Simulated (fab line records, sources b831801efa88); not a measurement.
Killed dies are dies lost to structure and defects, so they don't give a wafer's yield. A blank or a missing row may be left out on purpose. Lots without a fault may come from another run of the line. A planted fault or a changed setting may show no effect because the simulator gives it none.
Which tool did it? | flow sky130 | 15 lots, 45 wafers sampled, at 6 steps of a route of 708

WHAT THE GAUGES READ, wafer by wafer
SKY_DNWELL_TW_MEAS_09.
lot  | measured    | on            | DNWELL_TW
L754 | day 3 07:53 | film_metro-03 | 1126 1121 1122
L755 | day 3 14:32 | film_metro-03 | 1117 1116 1123
L758 | day 4 04:50 | film_metro-03 | 1116 1112 1119
L760 | day 4 18:56 | film_metro-03 | 1118 1113 1122
L764 | day 5 13:56 | film_metro-03 | 1111 1114 1111
L765 | day 5 21:17 | film_metro-03 | 1114 1114 1111
L766 | day 6 02:08 | film_metro-01 | 1126 1122 1132
L769 | day 6 18:54 | film_metro-03 | 1104 1112 1113
L770 | day 6 23:35 | film_metro-01 | 1142 1135 1136
L771 | day 7 04:56 | film_metro-02 | 1116 1111 1117
L772 | day 7 10:41 | film_metro-01 | 1122 1121 1124
L773 | day 7 16:59 | film_metro-03 | 1119 1117 1117
L774 | day 8 00:05 | film_metro-01 | 1138 1135 1131
L775 | day 8 01:47 | film_metro-02 | 1130 1121 1130
L776 | day 8 09:14 | film_metro-01 | 1117 1125 1118

SKY_VT_ADJUST_HVTP_OVL_MEAS_08.
lot  | measured     | on         | VT_ADJUST_HVTP_OVL (nm)
L754 | day 6 07:38  | overlay-02 | 1.1 -0.5 1.7
L755 | day 6 13:39  | overlay-01 | -1.8 -0.9 0.4
L758 | day 7 07:22  | overlay-02 | -2.1 -0.6 -0.7
L760 | day 7 23:51  | overlay-01 | 2.5 1.3 1.0
L764 | day 8 17:37  | overlay-01 | -1.0 1.7 0.6
L765 | day 9 10:05  | overlay-01 | -0.7 0.2 1.0
L766 | day 9 12:27  | overlay-01 | 0.9 1.3 0.9
L769 | day 10 08:46 | overlay-01 | -0.3 0.6 -2.7
L770 | day 10 10:16 | overlay-02 | -2.5 -1.1 -1.5
L771 | day 10 13:43 | overlay-01 | -1.1 -0.5 -0.6
L772 | day 11 01:57 | overlay-02 | -1.6 0.5 0.1
L773 | day 11 05:51 | overlay-01 | -0.8 -3.5 -1.3
L774 | day 11 10:48 | overlay-01 | -2.6 -0.3 -0.3
L775 | day 11 11:35 | overlay-01 | -0.8 0.3 -0.2
L776 | day 11 22:52 | overlay-02 | -0.4 -0.7 0.8

SKY_VT_ADJUST_NCORE_TW_MEAS_11.
lot  | measured     | on            | VT_ADJUST_NCORE_TW
L754 | day 8 16:45  | film_metro-04 | 226.2 225.4 225.7
L755 | day 9 07:15  | film_metro-04 | 224.2 225.2 225.9
L758 | day 10 03:26 | film_metro-02 | 221.5 220.6 221.8
L760 | day 10 12:41 | film_metro-02 | 221.3 222.1 222.2
L764 | day 11 10:29 | film_metro-04 | 30.8 30.9 30.7
L765 | day 12 04:06 | film_metro-02 | 30.3 30.4 30.3
L766 | day 12 06:41 | film_metro-01 | 30.5 30.7 30.6
L769 | day 13 04:19 | film_metro-02 | 220.9 220.6 221.6
L770 | day 13 08:04 | film_metro-01 | 221.5 223.2 223.8
L771 | day 13 12:54 | film_metro-01 | 221.9 222.3 222.3
L772 | day 14 01:08 | film_metro-04 | 225.4 224.7 224.6
L773 | day 14 06:02 | film_metro-01 | 223.5 223.2 222.6
L774 | day 14 12:44 | film_metro-01 | 221.8 223.5 221.7
L775 | day 14 14:14 | film_metro-04 | 225.8 224.6 226.1
L776 | day 15 01:38 | film_metro-02 | 223.2 223.7 222.4

SKY_POLY_GATE_CD_MEAS_13: target cd 150 nm.
lot  | measured     | on        | cd_nm (nm)
L754 | day 16 09:54 | cd_sem-02 | 148.3 147.3 147.6
L755 | day 17 04:27 | cd_sem-01 | 147.3 147.5 147.8
L758 | day 18 01:48 | cd_sem-02 | 148.2 149.5 150.6
L760 | day 18 14:50 | cd_sem-02 | 151.5 151.6 150.3
L764 | day 19 22:56 | cd_sem-02 | 150.7 149.7 148.9
L765 | day 20 16:35 | cd_sem-01 | 147.9 147.5 149.1
L766 | day 21 03:31 | cd_sem-01 | 152.0 151.6 150.7
L769 | day 22 05:43 | cd_sem-02 | 150.6 150.6 150.0
L770 | day 22 15:52 | cd_sem-02 | 152.8 152.3 151.4
L771 | day 22 15:44 | cd_sem-01 | 147.5 148.1 147.1
L772 | day 23 04:34 | cd_sem-02 | 149.7 151.7 152.0
L773 | day 23 07:29 | cd_sem-02 | 148.4 149.3 150.6
L774 | day 23 18:10 | cd_sem-02 | 153.0 152.4 151.9
L775 | day 24 06:26 | cd_sem-01 | 148.7 148.2 147.9
L776 | day 24 11:53 | cd_sem-02 | 151.3 149.3 151.3

WHICH TOOL RAN EACH LOT (tool, then ch and the chambers of the sampled wafers, then the start)
lot  | SKY_VT_ADJUST_LVTN_STRIP_20          | SKY_VT_ADJUST_NCORE_STRIP_10
L754 | plasma_asher-02 ch 0,1, day 7 22:52  | plasma_asher-01 ch 0,1, day 8 16:38
L755 | plasma_asher-04 ch 0,1, day 8 12:27  | plasma_asher-02 ch 0,1, day 9 07:08
L758 | plasma_asher-01 ch 1, day 9 06:55    | plasma_asher-02 ch 0,1, day 10 03:20
L760 | plasma_asher-04 ch 0,1, day 9 14:46  | plasma_asher-03 ch 0,1, day 10 12:35
L764 | plasma_asher-02 ch 0,1, day 10 12:10 | plasma_asher-02 ch 0,1, day 11 10:23
L765 | plasma_asher-04 ch 0,1, day 11 05:37 | plasma_asher-01 ch 0,1, day 12 03:59
L766 | plasma_asher-01 ch 0,1, day 11 08:07 | plasma_asher-02 ch 0,1, day 12 06:35
L769 | plasma_asher-02 ch 0,1, day 12 04:53 | plasma_asher-02 ch 0,1, day 13 04:13
L770 | plasma_asher-02 ch 0,1, day 12 07:45 | plasma_asher-03 ch 0,1, day 13 07:58
L771 | plasma_asher-01 ch 0, day 12 11:31   | plasma_asher-02 ch 0, day 13 12:47
L772 | plasma_asher-04 ch 0,1, day 13 00:13 | plasma_asher-02 ch 0,1, day 14 01:02
L773 | plasma_asher-01 ch 0,1, day 13 04:09 | plasma_asher-01 ch 0,1, day 14 05:55
L774 | plasma_asher-02 ch 1, day 13 10:55   | plasma_asher-03 ch 0,1, day 14 12:38
L775 | plasma_asher-01 ch 0,1, day 13 12:21 | plasma_asher-02 ch 0,1, day 14 14:08
L776 | plasma_asher-04 ch 0,1, day 13 23:28 | plasma_asher-02 ch 0, day 15 01:32
- SKY_VT_ADJUST_LVTN_STRIP_20: strips in O2/N2.
- SKY_VT_ADJUST_NCORE_STRIP_10: strips in O2/N2.

WHAT THE TOOLS THEMSELVES READ (means of the sampled wafers that have a number; where no wafer has one, the mark that the record gives instead)
SKY_VT_ADJUST_LVTN_STRIP_20.
lot  | tool            | chamber_pressure_mTorr (mTorr) | drypump_motor_current_A (A) | oes_product_au (a.u.) | strip_time_to_endpoint_s (s)
L754 | plasma_asher-02 | 1500.1                         | 5.9                         | 0.717                 | 14.20
L755 | plasma_asher-04 | 1501.2                         | 5.9                         | 0.714                 | 14.20
L758 | plasma_asher-01 | 1499.3                         | 5.5                         | 0.713                 | 14.18
L760 | plasma_asher-04 | 1500.5                         | 5.9                         | 0.715                 | 14.19
L764 | plasma_asher-02 | -                              | -                           | -                     | -
L765 | plasma_asher-04 | -                              | -                           | -                     | -
L766 | plasma_asher-01 | -                              | -                           | -                     | -
L769 | plasma_asher-02 | 1500.5                         | 5.9                         | 0.715                 | 14.14
L770 | plasma_asher-02 | 1499.1                         | 5.9                         | 0.716                 | 14.17
L771 | plasma_asher-01 | 1499.9                         | 6.2                         | 0.716                 | 14.19
L772 | plasma_asher-04 | 1499.7                         | 5.3                         | 0.714                 | 14.14
L773 | plasma_asher-01 | 1499.6                         | 5.9                         | 0.720                 | 14.21
L774 | plasma_asher-02 | 1500.4                         | 5.2                         | 0.714                 | 14.16
L775 | plasma_asher-01 | 1500.1                         | 5.7                         | 0.715                 | 14.22
L776 | plasma_asher-04 | 1500.9                         | 5.9                         | 0.717                 | 14.15

SKY_VT_ADJUST_NCORE_STRIP_10.
lot  | tool            | chamber_pressure_mTorr (mTorr) | drypump_motor_current_A (A) | oes_product_au (a.u.) | strip_time_to_endpoint_s (s)
L754 | plasma_asher-01 | 1499.0                         | 5.7                         | 0.715                 | 14.17
L755 | plasma_asher-02 | 1499.5                         | 5.9                         | 0.717                 | 14.17
L758 | plasma_asher-02 | 1499.1                         | 5.9                         | 0.713                 | 14.07
L760 | plasma_asher-03 | 1499.8                         | 5.7                         | 0.716                 | 14.16
L764 | plasma_asher-02 | 1501.2                         | 5.9                         | 0.722                 | 31.10
L765 | plasma_asher-01 | 1500.3                         | 6.0                         | 0.719                 | 31.31
L766 | plasma_asher-02 | 1500.5                         | 5.9                         | 0.722                 | 31.23
L769 | plasma_asher-02 | 1499.6                         | 5.9                         | 0.713                 | 14.19
L770 | plasma_asher-03 | 1500.5                         | 5.5                         | 0.719                 | 14.14
L771 | plasma_asher-02 | 1499.5                         | 6.2                         | 0.715                 | 14.21
L772 | plasma_asher-02 | 1499.5                         | 5.9                         | 0.715                 | 14.12
L773 | plasma_asher-01 | 1499.0                         | 5.9                         | 0.716                 | 14.15
L774 | plasma_asher-03 | 1501.0                         | 5.7                         | 0.720                 | 14.26
L775 | plasma_asher-02 | 1500.5                         | 5.5                         | 0.716                 | 14.19
L776 | plasma_asher-02 | 1499.1                         | 6.2                         | 0.713                 | 14.13

THE ANSWER, worked out from the rows above alone
Rule: what is usual is taken from the lots themselves. Put in order of their means at a reading, lots are off if they are a third of the lots or fewer, leave a main group of 4 or more, and stand apart from it by a gap of 3 or more times the standard deviation of the main group's means; of several such gaps the widest counts. A main group whose means are all the same, to the digits that the tables above print for the reading, isn't used. A lot without any number at a reading at which 4 lots or more have one is off too. The other lots that the step has rows for count as sound. The gauges are gone through in route order, then the tools' own readings, and for those a lot's mean is taken as printed above. The first step at which some lot is off is used, and at that step the reading that is off furthest; a lot without a number counts as furthest.
Off: L764, L765, L766, at SKY_VT_ADJUST_NCORE_TW_MEAS_11 (VT_ADJUST_NCORE_TW). The main group: mean 223.2, standard deviation 1.6.
A tool fits if, at a process step before that reading, it ran every lot that is off, and no sound lot after the first of them. The gauges at SKY_VT_ADJUST_NCORE_TW_MEAS_11 aren't tried: what is off there is off at SKY_VT_ADJUST_LVTN_STRIP_20 too, on other tools, and a gauge's error can't cause that. None of those tried fits.

WHAT THE SIMULATOR HAD PUT IN
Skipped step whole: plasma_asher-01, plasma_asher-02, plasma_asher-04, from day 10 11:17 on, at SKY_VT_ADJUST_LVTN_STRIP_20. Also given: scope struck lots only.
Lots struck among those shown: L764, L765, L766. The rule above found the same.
